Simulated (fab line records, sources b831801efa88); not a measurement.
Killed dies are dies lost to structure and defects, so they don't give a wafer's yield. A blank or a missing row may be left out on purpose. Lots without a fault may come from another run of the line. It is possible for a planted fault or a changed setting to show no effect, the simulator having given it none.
A lot that was struck, set against a sound lot | flow gf180mcu | 14 out of 602 route steps
Sound: these wafers, L438.2, L438.3, L438.4. Wafers struck: L447.1, L447.3, L447.5. Last of all comes the cause.
For every step that has rows: the tool of each side, followed by ch and its chambers, followed by its first start. Under that, the readings that differ: sound wafers | struck wafers | difference of the means | sigmas: that difference in standard deviations of wafers without a fault.
alike: words and numbers the same on both sides, and readings whose means are apart by under 2 such deviations; not compared: readings that were withheld, readings missing a value for some wafer, numbers with overlapping values and no deviation given by the record, and bounds like >300 which may hide the same value.
A row with sigmas, a row that says differs or no value, or rows on one side alone: a step with any of these is where the two part. Numbers that have no deviation but don't overlap get no sigmas and don't part them. A reading that every wafer of one side lacks parts them only if that side has two wafers or more.

GF_V1_THK_MEAS_01:
  sound on film_metro-02, day 18 18:45; struck on film_metro-03, day 21 18:10
  alike: V1_CVD_00_THK
GF_V1_CVD_02: deposits SiO2 from TEOS, target thk 850 nm, time 94.851 s.
  sound on pecvd-03 ch 0,1,2, day 18 18:48; struck on pecvd-04 ch 0,2, day 21 18:13
  alike: heater_power_w
GF_V1_THK_MEAS_03:
  sound on film_metro-03, day 18 18:53; struck on film_metro-02, day 21 18:17
  alike: V1_CVD_02_THK
GF_V1_CMP_04: polishes SiO2.
  sound on cmp-02 ch 1,2,3, day 18 18:56; struck on cmp-02 ch 1,2, day 21 18:24
  alike: motor_current_A, time_to_endpoint_s
GF_V1_BOW_MEAS_05:
  sound on film_metro-02, day 18 19:15; struck on film_metro-02, day 21 18:39
  alike: V1_BOW
then, 7 steps without rows for these wafers: GF_V1_DEHYDRATE_06 (time 60 s); GF_V1_HMDS_07 (prime time 60 s); GF_V1_COAT_08; GF_V1_COAT_09 (resist thk 1000 nm); GF_V1_SOFTBAKE_10 (time 58.15 s); GF_V1_EXPOSE_11 (exposes mask Via1, target cd 260 nm); GF_V1_PEB_12 (peb time 90 s).
GF_V1_DEVELOP_13: develop time 60 s.
  sound on litho_track-02 ch 0, day 19 19:22; struck on litho_track-03, day 22 17:04
  no value came back on the struck wafers for chill_plate_temp_C (C), develop_time_s (s); on the sound wafers chill_plate_temp_C (C) reads 22.98 23.06 23.23
  reading                             | sound         | struck            | difference | sigmas
  model.KrF_of_V1_COAT_09.thk_nm (nm) | 982.6 982 981 | 996.1 998.6 996.7 | +15.3      |
GF_V1_CD_MEAS_14: target cd 260 nm.
  sound on cd_sem-01, day 19 19:30; struck on cd_sem-02, day 22 17:13
  reading    | sound             | struck | difference                    | sigmas
  cd_nm (nm) | 258.5 259.8 258.2 | - - -  | no value on the struck wafers |

== WHERE THEY PART ==
Last at GF_V1_CD_MEAS_14 as far as this record goes, first at GF_V1_DEVELOP_13.

WHY: the cause the simulator had injected
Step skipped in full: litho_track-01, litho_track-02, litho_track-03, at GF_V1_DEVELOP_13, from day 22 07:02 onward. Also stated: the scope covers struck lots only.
